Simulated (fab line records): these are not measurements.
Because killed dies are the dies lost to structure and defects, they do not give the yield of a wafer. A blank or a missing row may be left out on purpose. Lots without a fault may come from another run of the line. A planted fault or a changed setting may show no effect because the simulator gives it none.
Comparing a struck lot with a sound one :: flow sky130 :: 18 out of 708 route steps
Sound: these wafers, L583.2, L583.3, L583.6. Wafers struck: L598.2, L598.3, L598.5. The cause comes at the end.
Order at every step that has rows: each side's tool, ch and its chambers, its first start. Under that, the readings that differ: sound wafers :: struck wafers :: difference of the means :: sigmas: that difference in standard deviations of wafers without a fault.
alike: words and numbers the same on both sides, and readings whose means are apart by under 2 such deviations; not compared: readings that were withheld, readings missing a value for some wafer, numbers with overlapping values and no deviation given by the record, and bounds like >300 which may hide the same value.
A row with sigmas, a row that says differs or no value, or rows on one side alone: a step with any of these is where the two part. When numbers do not overlap yet have no deviation, they are printed without sigmas and do not part them. Lack of a reading on every wafer of one side parts them only where that side has two or more wafers.

SKY_NWELL_OVL_MEAS_10:
  struck on overlay-01, day 8 07:03; sound on overlay-02, day 4 22:48
  alike: NWELL_00_OVL
then, 3 steps without rows for these wafers: SKY_NWELL_IMPLANT_11; SKY_NWELL_IMPLANT_12; SKY_NWELL_IMPLANT_13.
SKY_NWELL_STRIP_14: strips in O2/N2.
  sound on plasmaAsher-03 ch 0,1, day 4 23:17; struck on plasmaAsher-04 ch 0,1, day 8 07:59
  alike: drypumpMotorCurrentA, oesProductAu, stripTimeToEndpointS
  not compared: rfHoursCounterH
SKY_NWELL_TW_MEAS_15:
  struck on filmMetro-04, day 8 08:05; sound on filmMetro-03, day 4 23:23
  alike: NWELL_TW
then, 6 steps without rows for these wafers: SKY_NWELL_DEHYDRATE_16 (time 60 s); SKY_NWELL_HMDS_17 (prime time 60 s); SKY_NWELL_COAT_18 (resist thk 3000 nm); SKY_NWELL_SOFTBAKE_19; SKY_NWELL_EXPOSE_20 (exposes mask NWM COMPLEMENT, target cd 840 nm); SKY_NWELL_PEB_21.
SKY_NWELL_DEVELOP_22: develop time 60 s.
  sound on lithoTrack-04 ch 0, day 5 16:00; struck on lithoTrack-04 ch 0, day 9 04:00
  alike: resistLineTempC
SKY_NWELL_OVL_MEAS_23:
  struck on overlay-02, day 9 04:14; sound on overlay-01, day 5 16:32
reading: NWELL_01_OVL (nm)
sound: -1.1 -2.6 -0.9
struck: - - -
difference: no value on the struck wafers
sigmas: 
then, 1 step without rows for these wafers: SKY_NWELL_IMPLANT_24.
SKY_NWELL_STRIP_25: strips in O2/N2.
  sound on plasmaAsher-03 ch 0,1, day 5 16:43; struck on plasmaAsher-04 ch 0,1, day 9 04:25
  alike: drypumpMotorCurrentA, oesProductAu, stripTimeToEndpointS
  not compared: rfHoursCounterH
SKY_NWELL_TW_MEAS_26:
  struck on filmMetro-02, day 9 04:31; sound on filmMetro-03, day 5 16:49
reading: NWELL_2_TW
sound: 500 502 500
struck: 30 30 30
difference: -471
sigmas: -78
then, 1 step without rows for these wafers: SKY_NWELL_CLEAN_27 (cleans in SC1/SC2, time 150 s).

WHERE THEY PART
At SKY_NWELL_OVL_MEAS_23 first; at SKY_NWELL_TW_MEAS_26 last (within this record only).

WHY: what had been put in by the simulator
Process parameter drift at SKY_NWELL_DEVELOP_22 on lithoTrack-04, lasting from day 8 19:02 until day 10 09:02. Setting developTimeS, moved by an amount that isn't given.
